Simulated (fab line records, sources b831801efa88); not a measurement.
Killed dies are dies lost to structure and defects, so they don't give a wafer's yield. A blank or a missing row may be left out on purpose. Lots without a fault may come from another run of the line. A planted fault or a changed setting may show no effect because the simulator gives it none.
fab line records | flow gf180mcu
record lots=12 wafers=36 last_day=34
route steps=602 shown V3@431 M4@457 V4@478
lots that met no fault: from a run of the same line without faults
start_h: hours from the record's first day to the start of the lot's first wafer shown | wait_h: hours since the lot's step before | " the same as in the row above | L1.1+2: a row that stands for several wafers | - no value, or no start given | * or withheld: withheld | < > ~ a bound
route shown NAME@n: a module of which the file shows steps, and the number in the route of the first | usual: mean/standard deviation of fault-free wafers | same: alike in all rows | chamber/n: place in a boat | sites: the reading at each site | _std_site: their standard deviation | _edge_site: outer sites' mean less inner sites' | radius_mm: how far each site lies from the wafer's centre | mask NAME#n: copy n | behind: the tool/chamber that last shaped the wafer | hold: why the lot was held/for how many hours/how that ended | device: the transistor (n, p or np) that didn't switch | end of line: the same wafers' tests at the end of the route | a step without rows: its recipe alone | killed: dies lost to structure and defects at the first sort, not the wafer's yield | map: a wafer's dies, x killed, . not, _ none there
set.NAME: the setting as run; set.NAME@STEP: as run at that earlier step | model.NAME: the simulator's own value behind a step, which no gauge read
steps of the route over a sample of lots; a table a step, a row a wafer
services: from which hour (start_h, from the record's first day; less than 0 if before it) a tool's chamber was out of use, for how many hours, and why
## steps
# step GF_V3_CVD_02
# recipe material=SiO2 target_thk_nm=850 precursor=TEOS temp_c=400 time_s=94.851 rf_w=600
# usual heater_power_w=665/130
# columns lot.wafer tool chamber start_h wait_h heater_power_w since_wet_clean_h
L144.1 pecvd-03 2 504.51 0.1 856 122
L144.2 " 1 " " 495 122
L144.5 " 1 " " 541 -
L142.1 pecvd-04 0 507.09 0.1 535 332
L142.3 " 2 " " 741 332
L142.6 " 2 " " 597 -
L143.2 pecvd-02 0 508.62 0.0 674 751
L143.3 " 1 " " 801 751
L143.5 " 0 " " 705 -
L141.1 pecvd-04 1 510.08 0.1 606 335
L141.4 " 1 " " 624 -
L141.5 " 2 " " 713 -
L145.1 pecvd-02 2 513.40 0.1 831 755
L145.3 " 1 " " 776 755
L145.5 " 2 " " 669 -
L146.3 pecvd-03 0 515.13 0.0 623 132
L146.4 " 2 " " 891 -
L146.6 " 0 " " 506 -
L149.1 pecvd-03 0 534.98 0.1 623 152
L149.2 " 1 " " 555 152
L149.6 " 2 " " 909 -
L153.4 pecvd-03 2 568.52 0.1 857 -
L153.5 " 0 " " 495 -
L153.6 " 1 " " 577 -
L158.3 pecvd-04 1 611.20 0.0 625 437
L158.4 " 1 " " 653 -
L158.5 " 2 " " 712 -
L159.1 pecvd-02 1 624.81 0.1 682 20
L159.2 " 0 " " 649 20
L159.4 " 2 " " 746 -
L160.1 pecvd-04 2 628.16 0.1 759 454
L160.3 " 0 " " 502 454
L160.6 " 0 " " 543 -
L164.3 pecvd-02 0 660.30 0.0 668 55
L164.4 " 0 " " 705 -
L164.6 " 1 " " 605 -
# step GF_M4_SPUTTER_01
# recipe material=TiN target_thk_nm=30 power_w=6500 time_s=25 chamber_pressure_pa=0.4
# usual throttle_valve_pct=30.5/1.3
# columns lot.wafer tool chamber start_h wait_h throttle_valve_pct
L144.1 pvd_sputter-04 - 529.03 0.1 30.7
L144.2 " - " " 29.1
L144.5 " - " " 32.3
L142.1 pvd_sputter-03 - 531.33 0.1 32.3
L142.3 " - " " 30.8
L142.6 " - " " 32.2
L143.2 pvd_sputter-04 - 533.09 0.1 30.3
L143.3 " - " " 32.4
L143.5 " - " " 30.5
L141.1 pvd_sputter-04 - 535.19 0.1 30.5
L141.4 " - " " 32.4
L141.5 " - " " 30.5
L145.1 pvd_sputter-02 - 537.89 0.1 30.1
L145.3 " - " " 30.6
L145.5 " - " " 29.4
L146.3 pvd_sputter-04 - 539.80 0.1 32.4
L146.4 " - " " 30.3
L146.6 " - " " 31.1
L149.1 pvd_sputter-02 - 559.77 0.1 29.0
L149.2 " - " " 30.0
L149.6 " - " " 29.9
L153.4 pvd_sputter-04 - 592.95 0.1 31.0
L153.5 " - " " 30.6
L153.6 " - " " 32.3
L158.3 pvd_sputter-03 - 634.71 0.1 30.9
L158.4 " - " " 28.6
L158.5 " - " " 31.9
L159.1 pvd_sputter-04 - 649.49 0.1 30.4
L159.2 " - " " 31.2
L159.4 " - " " 28.9
L160.1 pvd_sputter-03 - 652.28 0.1 28.5
L160.3 " - " " 32.0
L160.6 " - " " 31.3
L164.3 pvd_sputter-03 - 683.98 0.1 28.6
L164.4 " - " " 31.1
L164.6 " - " " 32.2
# step GF_V4_CVD_02
# recipe material=SiO2 target_thk_nm=850 precursor=TEOS temp_c=400 time_s=94.851 rf_w=600
# usual heater_power_w=672/97
# columns lot.wafer tool chamber start_h wait_h heater_power_w since_wet_clean_h
L144.1 pecvd-02 2 552.63 0.1 835 795
L144.2 " 1 " " 826 795
L144.5 " 2 " " 664 -
L142.1 pecvd-01 1 554.49 0.1 685 588
L142.3 " 2 " " 755 588
L142.6 " 0 " " 522 -
L143.2 pecvd-02 1 556.34 0.0 748 798
L143.3 " 0 " " 699 798
L143.5 " 0 " " 737 -
L141.1 pecvd-04 1 558.56 0.1 600 384
L141.4 " 2 " " 750 -
L141.5 " 1 " " 651 -
L145.1 pecvd-04 2 560.97 0.1 726 386
L145.3 " 1 " " 630 386
L145.5 " 2 " " 763 -
L146.3 pecvd-02 1 563.26 0.0 745 805
L146.4 " 1 " " 791 -
L146.6 " 2 " " 732 -
L149.1 pecvd-02 1 583.04 0.1 819 825
L149.2 " 2 " " 745 825
L149.6 " 1 " " 681 -
L153.4 pecvd-02 2 615.18 0.1 655 -
L153.5 " 0 " " 555 -
L153.6 " 1 " " 701 -
L158.3 pecvd-04 0 657.58 0.1 457 -
L158.4 " 2 " " 761 -
L158.5 " 2 " " 628 -
L159.1 pecvd-01 2 671.29 0.1 806 705
L159.2 " 0 " " 495 705
L159.4 " 2 " " 631 -
L160.1 pecvd-01 0 674.41 0.1 468 708
L160.3 " 1 " " 667 708
L160.6 " 0 " " 496 -
L164.3 pecvd-01 1 704.53 0.0 696 738
L164.4 " 2 " " 802 -
L164.6 " 1 " " 747 -
# step GF_V4_THK_MEAS_03
# recipe reads=SiO2_of_V4_CVD_02
# usual V4_CVD_02_THK=847/13
# columns lot.wafer tool chamber start_h wait_h V4_CVD_02_THK[nm]
L144.1 film_metro-03 - 552.70 0.0 826
L144.2 " - " " 852
L144.5 " - " " 851
L142.1 film_metro-01 - 554.56 0.0 818
L142.3 " - " " 835
L142.6 " - " " 850
L143.2 film_metro-02 - 556.42 0.0 846
L143.3 " - " " 833
L143.5 " - " " 844
L141.1 film_metro-01 - 558.63 0.0 855
L141.4 " - " " 860
L141.5 " - " " 854
L145.1 film_metro-02 - 561.04 0.0 842
L145.3 " - " " 844
L145.5 " - " " 852
L146.3 film_metro-02 - 563.35 0.1 842
L146.4 " - " " 854
L146.6 " - " " 843
L149.1 film_metro-03 - 583.11 0.0 846
L149.2 " - " " 832
L149.6 " - " " 856
L153.4 film_metro-01 - 615.24 0.0 854
L153.5 " - " " 803
L153.6 " - " " 808
L158.3 film_metro-02 - 657.67 0.1 848
L158.4 " - " " 850
L158.5 " - " " 841
L159.1 film_metro-02 - 671.35 0.0 835
L159.2 " - " " 850
L159.4 " - " " 857
L160.1 film_metro-01 - 674.48 0.0 844
L160.3 " - " " 819
L160.6 " - " " 846
L164.3 film_metro-03 - 704.62 0.1 847
L164.4 " - " " 857
L164.6 " - " " 855
# step GF_V4_CMP_04
# recipe material=SiO2 down_force_psi=4 platen_rpm=60 pad_velocity_m_s=0.94248
# usual head_pressure_psi=3.999/0.0085 motor_current_A=12.3/1.1 slurry_flow_ml_min=150.0/0.48 time_to_endpoint_s=78/6.5
# columns lot.wafer tool chamber start_h wait_h head_pressure_psi motor_current_A slurry_flow_ml_min time_to_endpoint_s
L144.1 cmp-02 3 552.86 0.1 4.001 14.3 150.7 68
L144.2 " 0 " " 4.003 11.4 150.5 82
L144.5 " 1 " " 4.007 13.0 150.1 77
L142.3 cmp-02 3 554.67 0.1 4.005 13.7 149.1 67
L142.1 " 1 " " 3.999 13.3 151.5 63
L142.6 " 2 " " 4.003 11.5 150.6 80
L143.2 cmp-01 0 556.52 0.1 4.007 12.2 149.9 78
L143.3 " 2 " " 4.001 11.2 149.8 76
L143.5 " 0 " " 4.004 13.4 150.4 79
L141.1 cmp-01 1 558.74 0.1 3.998 12.8 149.4 82
L141.4 " 2 " " 3.985 10.9 149.6 88
L141.5 " 0 " " 3.998 12.3 150.3 87
L145.3 cmp-02 3 561.10 0.0 3.999 14.6 149.6 71
L145.1 " 2 " " 3.995 11.3 149.6 73
L145.5 " 0 " " 3.999 11.9 149.9 79
L146.3 cmp-02 1 563.49 0.1 4.001 12.3 149.8 71
L146.4 " 2 " " 3.997 11.2 149.3 75
L146.6 " 3 " " 4.003 14.9 149.5 71
L149.1 cmp-02 3 583.24 0.1 3.991 14.4 150.1 71
L149.2 " 1 " " 4.009 13.2 149.9 70
L149.6 " 3 " " 3.990 14.1 150.4 79
L153.4 cmp-02 1 615.64 0.4 4.000 13.4 148.8 78
L153.6 " 2 " " 3.998 12.3 149.6 62
L153.5 " 3 " " 4.002 14.8 149.6 57
L158.4 cmp-01 0 657.76 0.1 3.998 12.4 149.5 79
L158.3 " 1 " " 4.012 12.9 149.8 73
L158.5 " 3 " " 3.995 11.0 150.5 81
L159.2 cmp-01 0 671.41 0.0 4.006 12.5 149.9 81
L159.4 " 1 " " 3.995 13.0 150.7 80
L159.1 " 3 " " 4.006 11.6 149.6 83
L160.3 cmp-01 3 674.79 0.3 3.991 11.2 150.2 76
L160.1 " 1 " " 4.017 13.1 150.1 75
L160.6 " 2 " " 4.008 11.6 149.8 77
L164.4 cmp-01 3 704.71 0.1 4.009 11.4 150.1 91
L164.3 " 0 " " 4.009 12.6 150.4 82
L164.6 " 3 " " 4.000 11.2 149.7 91
# step GF_V4_OVL_MEAS_15
# usual V4_OVL=2/5.2
# columns lot.wafer tool chamber start_h wait_h V4_OVL[nm]
L144.1 overlay-01 - 575.15 0.1 4
L144.2 " - " " 0
L144.5 " - " " -5
L142.1 overlay-01 - 577.55 0.1 3
L142.3 " - " " -10
L142.6 " - " " -5
L143.2 overlay-01 - 578.26 0.1 -1
L143.3 " - " " -7
L143.5 " - " " 0
L141.1 overlay-01 - 581.80 0.1 7
L141.4 " - " " -2
L141.5 " - " " -9
L145.1 overlay-01 - 583.90 0.1 -1
L145.3 " - " " -2
L145.5 " - " " -5
L146.3 overlay-02 - 585.96 0.1 -2
L146.4 " - " " 8
L146.6 " - " " 3
L149.1 overlay-01 - 605.50 0.1 -6
L149.2 " - " " 1
L149.6 " - " " 0
L153.4 overlay-02 - 637.92 0.1 9
L153.5 " - " " 7
L153.6 " - " " -1
L158.3 overlay-02 - 679.36 0.1 3
L158.4 " - " " 7
L158.5 " - " " 6
L159.1 overlay-02 - 691.85 0.1 10
L159.2 " - " " 4
L159.4 " - " " 4
L160.1 overlay-01 - 695.75 0.1 -1
L160.3 " - " " 9
L160.6 " - " " 3
L164.3 overlay-02 - 722.16 0.1 4
L164.4 " - " " 10
L164.6 " - " " 9
## services
# columns tool chamber start_h hours kind
pecvd-04 - 488.09 6.0 pm
pecvd-04 0 497.18 8.2 repair
cmp-02 - 498.06 4.6 pm
pecvd-04 - 521.37 0.3 repair
pvd_sputter-04 - 523.28 0.7 repair
cmp-02 - 523.61 2.6 repair
pvd_sputter-04 - 537.10 0.6 repair
pecvd-04 - 537.74 2.8 pm
pecvd-04 2 542.31 10.0 repair
cmp-02 - 558.71 1.0 repair
pvd_sputter-04 - 562.26 9.9 repair
cmp-01 - 569.02 8.9 repair
cmp-01 - 577.90 4.0 pm
pecvd-02 - 591.12 14.0 pm
pvd_sputter-04 - 636.29 0.5 repair
cmp-02 - 640.18 41.1 repair
pecvd-04 1 643.63 7.0 repair
cmp-02 - 649.37 23.9 repair
pecvd-04 1 653.03 23.7 repair
cmp-02 - 659.63 2.8 repair
pecvd-04 0 662.98 7.5 repair
cmp-02 - 681.24 5.6 pm
cmp-01 - 686.87 4.7 pm
pecvd-04 - 691.31 0.6 repair
## key
first_sign step=GF_V4_THK_MEAS_03 reading=V4_CVD_02_THK direction=down sigmas=3.2 usual=847 struck=806
effect step=GF_V4_CMP_04 reading=time_to_endpoint_s direction=down sigmas=2.8 usual=* struck=*
met_at GF_V4_CVD_02
struck_lots L153
struck_wafers L153.5,L153.6
not_acting_at GF_V3_CVD_02,GF_M4_SPUTTER_01,GF_V4_OVL_MEAS_15
onset_between 583.04 615.18
fault kind=process_parameter_drift tool=pecvd-02 chamber=- onset_h=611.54 steps=GF_V4_CVD_02 channel=target_thk_nm offset=-51.261 shape=step end_h=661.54 scope=struck_wafers_only acts_in=these_recipes_only stated=850
